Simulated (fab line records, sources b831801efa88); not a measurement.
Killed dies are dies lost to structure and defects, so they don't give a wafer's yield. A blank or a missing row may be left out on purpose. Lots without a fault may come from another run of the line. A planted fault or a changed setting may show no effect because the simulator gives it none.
Which tool did it? | flow gf180mcu | 6 lots, 18 wafers sampled, at 2 steps of a route of 602

WHAT THE GAUGES READ, wafer by wafer
GF_HV_LDD_TW_MEAS_11.
lot  | measured     | on            | HV_LDD_TW
L704 | day 11 01:38 | film_metro-01 | 2817 2824 2833
L711 | day 12 22:50 | film_metro-03 | 2812 2817 2837
L715 | day 14 05:50 | film_metro-03 | 2398 2386 2406
L719 | day 15 08:13 | film_metro-03 | 2403 2412 2405
L722 | day 16 08:39 | film_metro-02 | 2422 2429 2427
L724 | day 16 16:05 | film_metro-01 | 2377 2371 2376

WHICH TOOL RAN EACH LOT (tool, then ch and the chambers of the sampled wafers, then the start)
lot  | GF_HV_LDD_IMPLANT_09
L704 | implanter-03 ch 0, day 11 01:05
L711 | implanter-04 ch 0, day 12 22:17
L715 | implanter-02 ch 0, day 14 05:35
L719 | implanter-03 ch 0, day 15 08:01
L722 | implanter-02 ch 0, day 16 08:26
L724 | implanter-02 ch 0, day 16 15:50
- GF_HV_LDD_IMPLANT_09

THE ANSWER, worked out from the rows above alone
Rule: what is usual is taken from the lots themselves. Put in order of their means at a reading, lots are off if they are a third of the lots or fewer, leave a main group of 4 or more, and stand apart from it by a gap of 3 or more times the standard deviation of the main group's means; of several such gaps the widest counts. A main group whose means are all the same, to the digits that the tables above print for the reading, isn't used. A lot without any number at a reading at which 4 lots or more have one is off too. The other lots that the step has rows for count as sound.
Off: L704, L711, at GF_HV_LDD_TW_MEAS_11 (HV_LDD_TW). The main group: mean 2401, standard deviation 19.
A tool fits if, at a process step before that reading, it ran every lot that is off, and no sound lot after the first of them. The gauges at GF_HV_LDD_TW_MEAS_11 are tried like those tools. None of those tried fits.

WHAT THE SIMULATOR HAD PUT IN
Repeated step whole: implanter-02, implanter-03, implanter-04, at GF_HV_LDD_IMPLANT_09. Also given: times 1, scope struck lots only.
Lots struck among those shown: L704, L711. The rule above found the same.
